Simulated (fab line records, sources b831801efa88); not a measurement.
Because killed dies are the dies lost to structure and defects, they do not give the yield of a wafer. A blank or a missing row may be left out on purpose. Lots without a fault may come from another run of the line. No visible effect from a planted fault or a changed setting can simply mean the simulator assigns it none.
One fault through the eyes of 2 desks + flow sky130 + every desk sees just its own numbers, and what lay behind them comes last

AT THE TOOL OWNER'S DESK: implanter-03
The tool's own readings at SKY_NWELL_IMPLANT_13, given as means over the sampled wafers that have a number, one for each lot that went through this tool. A lot is out of limits, marked OUT, if its mean lies more than 4 standard deviations from the usual mean; the brackets give that distance.
Columns: A = dose ions cm2 at SKY_NWELL_IMPLANT_13, usual 7e+11; B = faraday current uA at SKY_NWELL_IMPLANT_13, usual 3.95
| lot  | first seen here | A                       | B              |
|------|-----------------|-------------------------|----------------|
| L493 | day 5 02:04     | 7e+11                   | 3.87           |
| L494 | day 5 07:38     | 7e+11                   | 3.98           |
| L495 | day 5 14:01     | 8e+10 (-99 or more) OUT | 0.46 (-47) OUT |
| L498 | day 6 08:40     | 8e+10 (-99 or more) OUT | 0.46 (-46) OUT |
| L512 | day 9 17:43     | 7e+11                   | 4.01           |
| L514 | day 10 04:07    | 7e+11                   | 4.01           |
This desk finds L495, L498 out of limits, L495 being first, at day 5 14:01 (dose ions cm2 at SKY_NWELL_IMPLANT_13). Within limits: L493, L494, L512, L514.

THE METROLOGY DESK
Lot by lot, what the gauges showed, no matter which tool ran the lot: averages of those sampled wafers that carry a number. A lot is out of limits, marked OUT, if its mean lies more than 4 standard deviations from the usual mean; the brackets give that distance.
Columns: A = NWELL_OXIDATION_THK at SKY_NWELL_THK_MEAS_02, usual 10.09 nm; B = NWELL_RS at SKY_NWELL_RS_MEAS_29, usual 624.6 ohm/sq
| lot  | first seen here | A     | B               |
|------|-----------------|-------|-----------------|
| L493 | day 2 23:54     | 10.20 | 625.0           |
| L494 | day 3 06:07     | 10.16 | 623.6           |
| L495 | day 3 10:51     | 10.11 | 647.6 (+15) OUT |
| L498 | day 4 02:50     | 10.17 | 646.9 (+15) OUT |
| L499 | day 4 03:59     | 10.02 | 624.6           |
| L505 | day 5 16:52     | 9.98  | 627.4           |
| L506 | day 5 16:53     | 10.10 | 623.6           |
| L508 | day 6 04:01     | 10.17 | 623.6           |
| L510 | day 6 16:49     | 9.90  | 624.9           |
| L512 | day 7 02:40     | 10.06 | 626.6           |
| L513 | day 7 08:31     | 9.98  | 624.1           |
| L514 | day 7 12:10     | 10.01 | 625.8           |
Finding of this desk: L495, L498 out of limits, first seen on L495 at day 6 08:43 (NWELL_RS at SKY_NWELL_RS_MEAS_29). Within limits: L493, L494, L499, L505, L506, L508, L510, L512, L513, L514.

PUT TOGETHER
At day 5 14:01, on L495, L498, the tool owner's desk was in a position to raise an alarm.
Metrology desk: alarm possible at day 6 08:43 on L495, L498.
The lots listed all ran SKY_NWELL_IMPLANT_13 on implanter-03.

WHAT HAD BEEN PUT IN BY THE SIMULATOR
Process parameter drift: implanter-03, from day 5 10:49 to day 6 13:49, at SKY_NWELL_IMPLANT_13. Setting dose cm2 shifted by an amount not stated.
Lots struck among those shown: L495, L498.
Delay (hours) between the fault's onset and each desk's first out-of-limits reading: 3 at the tool owner's desk, 22 at the metrology desk.
